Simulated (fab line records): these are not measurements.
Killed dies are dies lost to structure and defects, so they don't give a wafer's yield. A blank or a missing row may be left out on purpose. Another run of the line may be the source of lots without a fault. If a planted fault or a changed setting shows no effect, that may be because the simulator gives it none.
Problem report in the 8D (eight disciplines) form, filled by code    flow sfq line    the parts of the form that need people (team, actions taken, sign-off) are left out

== 1. PROBLEM STATEMENT ==
JJ_NB_RS at SFQ_JJ_RS_MEAS_929 reads a mean of 2.190 ohm/sq on 2 wafers of 1 lot; wafers without a fault read 1.050 ohm/sq with a standard deviation of 0.0099. That is +99 or more standard deviations from the usual mean.
The step: measures by four-point-probe.
Earliest sighting: wafer L781.3 on film metro-03 at day 57 04:14. The record holds 39 wafers of 13 lots with a number at this step. By rule, "out" or "out of limits" means more than 4 standard deviations away from the usual mean. Any other wafer with a number is counted as sound.

== 2. WHAT IT IS AND WHAT IT IS NOT ==
question                     is                 is not
which readings at this step  JJ_NB_RS           -
which lots                   L781               L767, L769, L770, L771, L776, L777, L782, L783, L784, L785, L786, L787
which wafers of those lots   L781.3, L781.5     L781.4
read on which gauges         film metro-03      film metro-01, film metro-04
when                         from day 57 04:14  up to then (19 sound wafers); but 18 sound wafers of L782, L783, L784, L785, L786, L787 came after

== 3. THE SUSPECTS, EACH WITH WHAT RULES IT OUT ==
Counting: any tool at a process step up to the reading remains a suspect provided it ran every lot that is out. Sound lots after the first of them don't rule it out here, since some wafers of a struck lot are sound.
- ruled out: the gauge at SFQ_JJ_RS_MEAS_929. All the wafers that are out were read on film metro-03, but those of them that SFQ_TRILAYER_JJ_CE_ETCH_RIE_118 has rows for are out there too, on other tools.
- rie metal-03 at SFQ_TRILAYER_M4_STRIP_STRIP_097 (strips in O2): kept. The lot that is out, L781, ran on it at day 56 07:19; the last sound lot it ran before that was L771, at day 47 22:00.
- rie diel-02 at SFQ_TRILAYER_I4_VIA_ETCH_VIA_ETCH_106 (etches SiO2 in CHF3, stops on Nb, target depth 260 nm): kept. The lot that is out, L781, ran on it at day 57 02:07; the last sound lot it ran before that was L777, at day 56 16:33.
- pvd sputter-04 at SFQ_TRILAYER_JJ_TRILAYER_DEP_SPUTTER_112 (material Nb, target thk 170 nm, time 113.3 s): kept. The lot that is out, L781, ran on it at day 57 04:07; the last sound lot it ran before that was L771, at day 49 09:41.
- The sound lot-mates ran in chamber 1 of rie metal-03 at SFQ_TRILAYER_M4_STRIP_STRIP_097, but the wafers that are out ran in chamber 0.
rie metal-03 at SFQ_TRILAYER_M4_STRIP_STRIP_097, rie diel-02 at SFQ_TRILAYER_I4_VIA_ETCH_VIA_ETCH_106 and pvd sputter-04 at SFQ_TRILAYER_JJ_TRILAYER_DEP_SPUTTER_112 are what is left after counting.

== 4. THE CAUSE (what the simulator had put in) ==
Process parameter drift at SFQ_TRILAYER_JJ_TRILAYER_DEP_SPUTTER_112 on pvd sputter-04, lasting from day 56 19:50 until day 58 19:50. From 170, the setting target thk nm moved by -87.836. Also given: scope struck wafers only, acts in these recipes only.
Counting left 3 suspects, and this tool is among them.

== 5. THE EFFECT CHAIN, in route order ==
One row per reading whose mean, taken over the struck wafers that have a number, lies over 3 standard deviations from the usual. Scope: only readings with a usual standard deviation given in the record; hours: median across lots of the time from each lot's start at the first step in this table that gives one to its start at this step; sigmas: change in usual standard deviations.
hours  step                             reading         usual         on struck wafers  change  sigmas
0      SFQ_JJ_RS_MEAS_929               JJ_NB_RS        1.050 ohm/sq  2.190             +1.140  +99 or more
124    SFQ_TRILAYER_JJ_CE_ETCH_RIE_118  oes product au  0.988 a.u.    0.681             -0.307  -52
It contains these process steps:
- SFQ_TRILAYER_JJ_CE_ETCH_RIE_118: chemistry SF6, target Nb, stops on Al2O3, time 97.7 s, target depth 170 nm.

== 6. WHAT WOULD HAVE CAUGHT IT SOONER ==
The first out-of-limits reading at a measuring or inspecting step in this record came at day 57 04:14, 8 hours after the fault's start at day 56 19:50.
An alarm limit of 4 standard deviations would not have fired on the tool readings at SFQ_TRILAYER_JJ_TRILAYER_DEP_SPUTTER_112 for which the record gives a usual standard deviation, since none of them was out on any struck wafer.
Lots out: 1; all had begun SFQ_TRILAYER_JJ_TRILAYER_DEP_SPUTTER_112 on pvd sputter-04 by day 57 04:14. Tool hold at that time: it would have spared none of them.
